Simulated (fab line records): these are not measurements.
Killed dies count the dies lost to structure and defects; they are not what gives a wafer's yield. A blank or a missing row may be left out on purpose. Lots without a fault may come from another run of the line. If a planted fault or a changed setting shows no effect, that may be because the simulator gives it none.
fab line records | flow sky130 | part 1 of 2: steps 1 to 31 of 32
record lots=6 wafers=18 last-day=50
route steps=708 shown CAP2M@604 METAL4@621 PAD_OPEN@708
lots that met no fault: taken from a fault-free run of the same line
start-h: start of the lot's first displayed wafer, in hours after the record's first day | wait-h: time in hours since the lot's previous step | " as in the row above | L1.1+2: several wafers, shown together as one row | - no value, or no start given | * or withheld: withheld | < > ~ a bound
route shown NAME@n: NAME is a module with steps in the file, n the number in the route of the first one | usual: mean/standard deviation taken from wafers without a fault | same: alike in all rows | chamber/n: place in a boat | sites: the reading at each site | _std_site: standard deviation across them | _edge_site: inner sites' mean taken away from outer sites' mean | radius-mm: how far each site lies from the wafer's centre | mask NAME#n: copy n | behind: tool/chamber where the wafer was last shaped | hold: why the lot was held/for how many hours/how that ended | device: which transistor (n, p or np) failed to switch | end of line: the tests these same wafers got at the end of their route | a step without rows: its recipe alone | killed: dies lost to structure and defects at the first sort, not the wafer's yield | map: a wafer's dies, x killed, . not, _ none there
set.NAME: the setting that was run; set.NAME@STEP: the one run at that earlier step | model.NAME: the simulator's own value behind a step, which no gauge read
lots seen at some steps along the route; tables by step, rows by wafer
services: a tool's chamber out of use, with start hour (start-h, from the record's first day; less than 0 if before it), hours out, and reason
## steps
# step SKY_CAP2M_THK_MEAS_01
# recipe reads=SiO2_of_CAP2M_CVD_00
# usual CAP2M_CVD_00_THK=15.49/0.19
# columns lot.wafer tool chamber start-h wait-h CAP2M_CVD_00_THK[nm]
L427.2 film-metro-02 - 975.58 - 15.37
L427.4 " - " " 15.72
L427.6 " - " " 15.75
L428.2 film-metro-02 - 980.07 - 15.30
L428.4 " - " " 15.60
L428.6 " - " " 15.41
L438.2 film-metro-02 - 1043.94 - 15.07
L438.3 " - " " 15.18
L438.6 " - " " 15.52
L440.3 film-metro-01 - 1063.50 - 15.72
L440.4 " - " " 15.70
L440.5 " - " " 15.97
L441.2 film-metro-01 - 1079.86 - 15.48
L441.3 " - " " 15.52
L441.5 " - " " 15.58
L442.1 film-metro-03 - 1080.68 - 15.40
L442.3 " - " " 15.65
L442.4 " - " " 15.93
# step SKY_CAP2M_SPUTTER_02
# recipe material=TiN target-thk-nm=200 temp-c=300 power-w=6500 time-s=166.7 chamber-pressure-pa=0.4
# usual chamber-pressure-pa=0.3999/0.00083 throttle-valve-pct=29.9/1.1
# same time-s=166.7
# columns lot.wafer tool chamber start-h wait-h chamber-pressure-pa throttle-valve-pct
L427.2 pvd-sputter-03 - 975.63 0.0 0.4008 29.5
L427.4 " - " " 0.3988 30.8
L427.6 " - " " 0.3994 31.2
L428.2 pvd-sputter-02 - 980.12 0.0 0.4003 29.0
L428.4 " - " " 0.3990 32.0
L428.6 " - " " 0.4002 28.9
L438.2 pvd-sputter-03 - 1043.99 0.0 0.3999 28.9
L438.3 " - " " 0.4004 31.1
L438.6 " - " " 0.4003 31.1
L440.3 pvd-sputter-03 - 1063.54 0.0 0.3996 30.6
L440.4 " - " " 0.4001 29.2
L440.5 " - " " 0.4009 31.2
L441.2 pvd-sputter-03 - 1079.91 0.0 0.4000 29.6
L441.3 " - " " 0.3992 31.0
L441.5 " - " " 0.3999 29.2
L442.1 pvd-sputter-02 - 1080.74 0.1 0.4008 31.5
L442.3 " - " " 0.3991 28.9
L442.4 " - " " 0.3995 29.1
# step SKY_CAP2M_RS_MEAS_03
# recipe thk-meas-gauge=four-point-probe reads=TiN_of_CAP2M_SPUTTER_02
# usual CAP2M_TIN_RS=6.94/0.079
# columns lot.wafer tool chamber start-h wait-h CAP2M_TIN_RS[ohm/sq]
L427.2 film-metro-01 - 975.76 0.1 6.95
L427.4 " - " " 7.00
L427.6 " - " " 6.95
L428.2 film-metro-02 - 980.25 0.1 6.93
L428.4 " - " " 6.88
L428.6 " - " " 6.93
L438.2 film-metro-03 - 1044.12 0.1 6.96
L438.3 " - " " 6.91
L438.6 " - " " 6.92
L440.3 film-metro-01 - 1063.69 0.1 6.98
L440.4 " - " " 7.01
L440.5 " - " " 6.93
L441.2 film-metro-01 - 1080.04 0.1 7.02
L441.3 " - " " 7.04
L441.5 " - " " 7.04
L442.1 film-metro-02 - 1080.85 0.1 6.83
L442.3 " - " " 6.90
L442.4 " - " " 6.83
# step SKY_CAP2M_THK_MEAS_04
# recipe thk-meas-gauge=xrf reads=TiN_of_CAP2M_SPUTTER_02
# usual CAP2M_TIN_THK=198.9/3
# columns lot.wafer tool chamber start-h wait-h CAP2M_TIN_THK[nm]
L427.2 film-metro-01 - 975.87 0.1 199.1
L427.4 " - " " 198.2
L427.6 " - " " 199.0
L428.2 film-metro-02 - 980.36 0.1 201.4
L428.4 " - " " 203.6
L428.6 " - " " 201.5
L438.2 film-metro-03 - 1044.23 0.1 195.6
L438.3 " - " " 198.2
L438.6 " - " " 197.6
L440.3 film-metro-01 - 1063.79 0.1 198.8
L440.4 " - " " 197.7
L440.5 " - " " 200.2
L441.2 film-metro-01 - 1080.15 0.1 198.9
L441.3 " - " " 198.1
L441.5 " - " " 197.7
L442.1 film-metro-02 - 1080.97 0.1 203.0
L442.3 " - " " 200.8
L442.4 " - " " 203.0
# step SKY_CAP2M_DEHYDRATE_05
# recipe temp-c=200 time-s=60
# step SKY_CAP2M_HMDS_06
# recipe prime-time-s=60 prime-temp-c=120
# step SKY_CAP2M_COAT_07
# recipe resist=NOVOLAK spin-rpm=3000 resist-thk-nm=1140
# step SKY_CAP2M_SOFTBAKE_08
# recipe temp-c=90 time-s=60 resist=NOVOLAK
# step SKY_CAP2M_EXPOSE_09
# recipe mask-id=CAP2M na=0.6 source-shape=conventional sigma-outer=0.6 polarization=unpolarized target-cd-nm=1000 dose-mj=159
# step SKY_CAP2M_PEB_10
# recipe temp-c=withheld time-s=* resist=NOVOLAK
# step SKY_CAP2M_DEVELOP_11
# recipe resist=NOVOLAK developer=TMAH develop-time-s=60 dev-temp-c=23
# step SKY_CAP2M_OVL_MEAS_12
# usual CAP2M_OVL=0.6/1.7
# columns lot.wafer tool chamber start-h wait-h CAP2M_OVL[nm]
L427.2 overlay-01 - 997.99 0.1 0.9
L427.4 " - " " 0.9
L427.6 " - " " 1.7
L428.2 overlay-02 - 1003.57 0.1 -0.8
L428.4 " - " " 1.0
L428.6 " - " " -1.0
L438.2 overlay-01 - 1064.65 0.1 -1.4
L438.3 " - " " -0.8
L438.6 " - " " -0.7
L440.3 overlay-02 - 1085.34 0.1 -0.6
L440.4 " - " " -0.3
L440.5 " - " " -0.5
L441.2 overlay-01 - 1100.29 0.1 0.4
L441.3 " - " " -0.9
L441.5 " - " " 0.0
L442.1 overlay-01 - 1101.23 0.1 3.7
L442.3 " - " " 5.2
L442.4 " - " " 2.1
# step SKY_CAP2M_METAL_ETCH_13
# recipe target-depth-nm=220 stop-on=SiO2 chemistry=Cl2/BCl3 target=TiN pressure-mtorr=10 icp-w=900 bias-w=48.5 Cl2_flow_sccm=60 bcl3-flow-sccm=30 time-s=62.9
# usual chamber-pressure-mTorr=10.000/0.0091 drypump-motor-current-A=5.59/0.2 oes-product-au=0.939/0.0073 throttle-valve-pct=21.902/0.0093
# same time-s=62.9
# columns lot.wafer tool chamber start-h wait-h chamber-pressure-mTorr drypump-motor-current-A oes-product-au rf-hours-counter-h throttle-valve-pct model.NOVOLAK_of_CAP2M_COAT_07.thk-nm model.SiO2_of_CAP2M_CVD_00.thk-nm model.CAP2M.feature-depth-nm
L427.2 rie-metal-01 0 998.02 0.0 9.998 5.18 0.935 16 21.912 989.9 15.36 198.6
L427.4 " 0 " " 10.014 5.20 0.932 - 21.903 989.6 15.7 198
L427.6 " 0 " " 9.998 5.19 0.943 - 21.893 990.8 15.79 199
L428.2 rie-metal-02 1 1003.62 0.0 9.988 5.63 0.931 - 21.893 988.5 15.27 199.3
L428.4 " 1 " " 9.987 5.62 0.945 - 21.890 989.2 15.64 200.6
L428.6 " 1 " " 10.003 5.61 0.942 - 21.902 989 15.45 199.7
L438.2 rie-metal-02 1 1064.68 0.0 9.975 5.60 0.940 17 21.897 988.5 15.07 198.6
L438.3 " 0 " " 9.998 5.79 0.938 - 21.896 945.2 8.105 207.2
L438.6 " 1 " " 10.007 5.61 0.942 - 21.888 991.8 15.49 199.4
L440.3 rie-metal-02 0 1085.39 0.0 9.990 5.79 0.943 - 21.893 943.6 8.698 205.3
L440.4 " 1 " " 10.006 5.63 0.943 - 21.916 995.7 15.72 197.3
L440.5 " 0 " " 10.017 5.76 0.942 - 21.894 947.3 8.953 207.1
L441.2 rie-metal-04 1 1100.32 0.0 9.992 5.50 0.936 12 21.899 989 15.49 197.4
L441.3 " 0 " " 9.995 5.62 0.928 - 21.907 985.8 15.5 196.8
L441.5 " 1 " " 9.992 5.48 0.936 - 21.901 992.9 15.6 196.9
L442.1 rie-metal-04 1 1101.27 0.0 9.990 5.51 0.951 13 21.892 998.1 15.44 202.3
L442.3 " 1 " " 9.992 5.49 0.947 - 21.900 995.9 15.68 200.1
L442.4 " 0 " " 9.972 5.62 0.942 - 21.886 996.7 15.93 202.2
# step SKY_CAP2M_STRIP_14
# recipe chemistry=O2/N2 power-w=1400 pressure-mtorr=1500 platen-temp-c=withheld o2-flow-sccm=3000 n2-flow-sccm=300 overash-fraction=0.5
# usual chamber-pressure-mTorr=1499.9/1.3 drypump-motor-current-A=5.7/0.43 oes-product-au=0.710/0.0045 strip-time-to-endpoint-s=12.64/0.047
# columns lot.wafer tool chamber start-h wait-h chamber-pressure-mTorr drypump-motor-current-A oes-product-au rf-hours-counter-h strip-time-to-endpoint-s
L427.2 plasma-asher-03 0 998.10 0.1 1501.7 6.2 0.719 123 12.61
L427.4 " 0 " " 1499.9 6.2 0.716 - 12.60
L427.6 " 0 " " 1497.1 6.2 0.714 - 12.63
L428.2 plasma-asher-02 1 1003.75 0.1 1499.3 6.1 0.714 85 12.61
L428.4 " 1 " " 1498.3 6.1 0.710 - 12.59
L428.6 " 0 " " 1501.0 5.3 0.715 - 12.60
L438.2 plasma-asher-02 0 1064.75 0.1 1499.9 5.3 0.708 91 12.59
L438.3 " 0 " " 1500.9 5.3 0.714 - 12.10
L438.6 " 0 " " 1498.7 5.2 0.713 - 12.64
L440.3 plasma-asher-04 1 1085.48 0.1 1501.8 5.8 0.706 - 12.08
L440.4 " 0 " " 1498.8 5.7 0.710 - 12.68
L440.5 " 1 " " 1499.5 5.7 0.711 - 12.12
L441.2 plasma-asher-02 0 1100.40 0.1 1501.7 5.3 0.713 94 12.58
L441.3 " 1 " " 1498.1 6.1 0.711 - 12.56
L441.5 " 0 " " 1497.2 5.3 0.707 - 12.64
L442.1 plasma-asher-03 1 1101.35 0.1 1499.7 5.1 0.714 4 12.72
L442.3 " 1 " " 1500.1 5.1 0.705 - 12.69
L442.4 " 0 " " 1501.2 6.2 0.706 - 12.69
# step SKY_CAP2M_STRIP_15
# recipe chemistry=post-etch-residue-remover time-s=1200 temp-c=72.5
# step SKY_CAP2M_CLEAN_16
# recipe chemistry=IPA time-s=180 temp-c=25
# step SKY_CAP2M_CLEAN_17
# recipe chemistry=O3/DIW dry=n2-spin
# step SKY_METAL4_DEHYDRATE_05
# recipe temp-c=200 time-s=60
# step SKY_METAL4_HMDS_06
# recipe prime-time-s=60 prime-temp-c=120
# step SKY_METAL4_COAT_07
# recipe resist=BARC temp-c=withheld time-s=withheld spin-rpm=3000 resist-thk-nm=60
# step SKY_METAL4_COAT_08
# recipe resist=KrF-thick spin-rpm=3000 resist-thk-nm=1140
# step SKY_METAL4_SOFTBAKE_09
# recipe temp-c=100 time-s=90 resist=KrF-thick
# step SKY_METAL4_EXPOSE_10
# recipe mask-id=MM4 na=0.68 source-shape=annular sigma-inner=0.4 sigma-outer=0.8 target-cd-nm=300 dose-mj=28
# step SKY_METAL4_PEB_11
# recipe peb-temp-c=withheld peb-time-s=withheld resist=KrF-thick
# step SKY_METAL4_DEVELOP_12
# recipe develop-time-s=60 resist=KrF-thick dev-temp-c=21
# step SKY_METAL4_CD_MEAS_13
# recipe target-cd-nm=300
# usual cd-nm=299.9/1.5
# columns lot.wafer tool chamber start-h wait-h cd-nm
L427.2 cd-sem-01 - 1021.35 - 297.2
L427.4 " - " " 297.1
L427.6 " - " " 296.9
L428.2 cd-sem-02 - 1026.76 - 301.3
L428.4 " - " " 300.7
L428.6 " - " " 301.2
L438.2 cd-sem-02 - 1086.96 - 301.7
L438.3 " - " " 300.5
L438.6 " - " " 299.0
L440.3 cd-sem-02 - 1106.22 - 300.5
L440.4 " - " " 300.6
L440.5 " - " " 301.0
L441.2 cd-sem-01 - 1120.50 - 296.7
L441.3 " - " " 296.9
L441.5 " - " " 296.5
L442.1 cd-sem-01 - 1121.44 - 299.3
L442.3 " - " " 300.1
L442.4 " - " " 298.9
# step SKY_METAL4_OVL_MEAS_14
# usual METAL4_OVL=2/4.8
# columns lot.wafer tool chamber start-h wait-h METAL4_OVL[nm]
L427.2 overlay-01 - 1021.45 0.1 4
L427.4 " - " " 5
L427.6 " - " " 3
L428.2 overlay-02 - 1026.86 0.1 2
L428.4 " - " " 3
L428.6 " - " " 5
L438.2 overlay-02 - 1087.06 0.1 7
L438.3 " - " " 9
L438.6 " - " " 4
L440.3 overlay-02 - 1106.31 0.1 0
L440.4 " - " " 4
L440.5 " - " " 0
L441.2 overlay-01 - 1120.61 0.1 7
L441.3 " - " " 4
L441.5 " - " " 8
L442.1 overlay-01 - 1121.56 0.1 3
L442.3 " - " " -1
L442.4 " - " " 0
# step SKY_METAL4_DESCUM_15
# recipe chemistry=O2 source-power-w=150 bias-power-w=0 pressure-mtorr=10 temp-c=40 time-s=8
# usual chamber-pressure-mTorr=10.000/0.0087 drypump-motor-current-A=5.61/0.092 oes-product-au=1.000/0.0084
# same time-s=8
# columns lot.wafer tool chamber start-h wait-h chamber-pressure-mTorr drypump-motor-current-A oes-product-au rf-hours-counter-h
L427.2 rie-metal-02 1 1021.48 0.0 10.001 5.60 1.004 14
L427.4 " 1 " " 9.993 5.64 1.003 -
L427.6 " 1 " " 9.991 5.62 1.006 -
L428.2 rie-metal-04 1 1026.90 0.0 10.010 5.47 0.990 -
L428.4 " 1 " " 9.995 5.50 0.984 -
L428.6 " 1 " " 10.004 5.47 0.985 -
L438.2 rie-metal-04 0 1087.09 0.0 10.000 5.62 1.005 4
L438.3 " 0 " " 10.000 5.62 0.999 -
L438.6 " 0 " " 9.992 5.63 1.012 -
L440.3 rie-metal-04 1 1106.35 0.0 10.009 5.50 0.998 -
L440.4 " 0 " " 10.003 5.60 1.014 -
L440.5 " 0 " " 9.999 5.62 1.016 -
L441.2 rie-metal-03 0 1120.64 0.0 9.988 5.64 1.006 26
L441.3 " 1 " " 10.006 5.71 1.006 -
L441.5 " 1 " " 10.015 5.79 1.000 -
L442.1 rie-metal-04 1 1121.59 0.0 9.990 5.49 0.996 14
L442.3 " 1 " " 10.007 5.49 0.991 -
L442.4 " 0 " " 9.999 5.62 1.005 -
# step SKY_METAL4_ETCH_16
# recipe chemistry=N2/H2 target=BARC ion-energy-ev=200 bias-w=100 pressure-mtorr=30 n2-flow-sccm=100 h2-flow-sccm=200 icp-w=500 stop-on=SiO2 time-s=88.2 target-depth-a=600
# usual chamber-pressure-mTorr=30.002/0.026 drypump-motor-current-A=5.63/0.096 h2-flow-sccm=200.1/0.6 oes-product-au=0.625/0.0041 throttle-valve-pct=13.205/0.01
# same time-s=88.2
# columns lot.wafer tool chamber start-h wait-h chamber-pressure-mTorr drypump-motor-current-A h2-flow-sccm oes-product-au rf-hours-counter-h throttle-valve-pct
L427.2 rie-metal-02 1 1021.51 0.0 30.021 5.65 200.3 0.625 14 13.194
L427.4 " 1 " " 29.973 5.67 200.0 0.628 - 13.215
L427.6 " 1 " " 30.024 5.63 200.2 0.623 - 13.197
L428.2 rie-metal-04 1 1026.99 0.1 30.043 5.47 200.3 0.629 - 13.189
L428.4 " 1 " " 30.012 5.50 200.8 0.621 - 13.194
L428.6 " 1 " " 29.980 5.50 201.0 0.622 - 13.230
L438.2 rie-metal-04 0 1087.12 0.0 29.997 5.64 200.5 0.632 4 13.185
L438.3 " 0 " " 29.954 5.62 199.9 0.629 - 13.205
L438.6 " 0 " " 30.042 5.64 200.5 0.624 - 13.200
L440.3 rie-metal-04 1 1106.40 0.0 30.009 5.49 198.7 0.620 - 13.207
L440.4 " 0 " " 30.012 5.64 201.5 0.632 - 13.197
L440.5 " 0 " " 30.017 5.65 200.8 0.625 - 13.213
L441.2 rie-metal-03 0 1120.67 0.0 29.993 5.67 199.7 0.624 26 13.204
L441.3 " 1 " " 29.998 5.77 201.0 0.625 - 13.211
L441.5 " 1 " " 30.012 5.72 201.4 0.626 - 13.188
L442.1 rie-metal-04 1 1121.62 0.0 30.036 5.48 200.1 0.620 14 13.216
L442.3 " 1 " " 30.032 5.51 201.1 0.629 - 13.201
L442.4 " 0 " " 30.031 5.64 200.1 0.629 - 13.201
# step SKY_METAL4_ETCH_17
# recipe target=SiO2 stop-on=TiN chemistry=C4F8/O2/Ar source-w=1500 bias-w=1200 pressure-mtorr=40 c4f8-flow-sccm=withheld O2_flow_sccm=6 Ar_flow_sccm=300 time-s=3.9 target-depth-a=150
# usual chamber-pressure-mTorr=40.00/0.037 oes-product-au=0.755/0.0065
# same time-s=3.9
# columns lot.wafer tool chamber start-h wait-h chamber-pressure-mTorr oes-product-au rf-hours-counter-h model.etch.depth-nm
L427.2 rie-diel-02 0 1021.61 0.1 40.03 0.751 4 15.36
L427.4 " 0 " " 40.01 0.759 - 15.7
L427.6 " 1 " " 40.08 0.756 - 15.79
L428.2 rie-diel-04 1 1027.15 0.1 39.97 0.749 15 15.27
L428.4 " 2 " " 40.04 0.767 11 15.64
L428.6 " 3 " " 40.01 0.752 - 15.45
L438.2 rie-diel-03 3 1087.22 0.1 39.98 0.737 21 15.07
L438.3 " 2 " " 39.96 0.572 15 8.105
L438.6 " 2 " " 39.96 0.758 - 15.49
L440.3 rie-diel-04 3 1106.47 0.0 40.04 0.590 11 8.698
L440.4 " 2 " " 39.94 0.761 13 15.72
L440.5 " 3 " " 40.03 0.594 - 8.953
L441.2 rie-diel-03 3 1120.77 0.1 40.00 0.757 22 15.49
L441.3 " 1 " " 39.97 0.757 2 15.5
L441.5 " 2 " " 40.06 0.763 - 15.6
L442.1 rie-diel-03 3 1121.72 0.1 39.99 0.751 22 15.44
L442.3 " 0 " " 39.97 0.754 23 15.68
L442.4 " 1 " " 40.04 0.779 2 15.93
# step SKY_METAL4_METAL_ETCH_18
# recipe target-depth-a=8450 stop-on=SiO2 over-etch-frac=0.3 time-s=183.1 chemistry=Cl2/BCl3 resist-sidewall-deg=88 pressure-mtorr=10 icp-w=900 bias-w=48.5 Cl2_flow_sccm=60 bcl3-flow-sccm=30
# usual chamber-pressure-mTorr=10.000/0.01 drypump-motor-current-A=5.63/0.098 oes-product-au=0.867/0.0063 throttle-valve-pct=22.266/0.0084
# same time-s=183.1
# columns lot.wafer tool chamber start-h wait-h chamber-pressure-mTorr drypump-motor-current-A oes-product-au rf-hours-counter-h throttle-valve-pct
L427.2 rie-metal-04 1 1021.69 0.1 9.988 5.50 0.864 - 22.270
L427.4 " 1 " " 9.983 5.51 0.859 - 22.262
L427.6 " 1 " " 10.000 5.50 0.861 - 22.250
L428.2 rie-metal-03 1 1027.17 0.0 9.999 5.74 0.859 17 22.264
L428.4 " 1 " " 9.995 5.74 0.860 - 22.266
L428.6 " 1 " " 9.992 5.71 0.864 - 22.267
L438.2 rie-metal-03 0 1087.24 0.0 9.995 5.66 0.867 24 22.268
L438.3 " 1 " " 10.003 5.73 0.866 - 22.259
L438.6 " 0 " " 9.993 5.64 0.859 - 22.274
L440.3 rie-metal-03 1 1106.55 0.1 9.995 5.76 0.861 - 22.277
L440.4 " 0 " " 10.000 5.62 0.868 - 22.258
L440.5 " 0 " " 10.001 5.62 0.870 - 22.260
L441.2 rie-metal-04 0 1120.79 0.0 9.997 5.62 0.870 6 22.268
L441.3 " 0 " " 10.003 5.63 0.871 - 22.256
L441.5 " 1 " " 10.013 5.49 0.873 - 22.256
L442.1 rie-metal-02 1 1121.74 0.0 9.990 5.68 0.862 21 22.270
L442.3 " 1 " " 9.987 5.61 0.864 - 22.261
L442.4 " 0 " " 10.000 5.76 0.869 - 22.259
## key
first-sign step=SKY_CAP2M_STRIP_14 reading=strip-time-to-endpoint-s direction=down sigmas=11 usual=* struck=*
effect step=SKY_METAL4_ETCH_17 reading=oes-product-au direction=down sigmas=26 usual=0.755 struck=0.585
model-effect step=SKY_CAP2M_METAL_ETCH_13 value=NOVOLAK_of_CAP2M_COAT_07.thk-nm without=992.4 struck=945.4
model-effect step=SKY_METAL4_ETCH_17 value=etch.depth-nm without=15.63 struck=8.585
model-effect step=SKY_PAD_OPEN_PROBE_99 value=etest.cap-mim2.bv-v without=13.92 struck=12.04
met-at SKY_CAP2M_METAL_ETCH_13
struck-wafers L438.3,L440.3,L440.5
onset-between 1003.62 1064.68
fault kind=process-parameter-drift tool=rie-metal-02 chamber=- onset-h=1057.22 steps=SKY_CAP2M_METAL_ETCH_13 channel=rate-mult offset=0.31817 shape=step end-h=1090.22 scope=struck-wafers-only
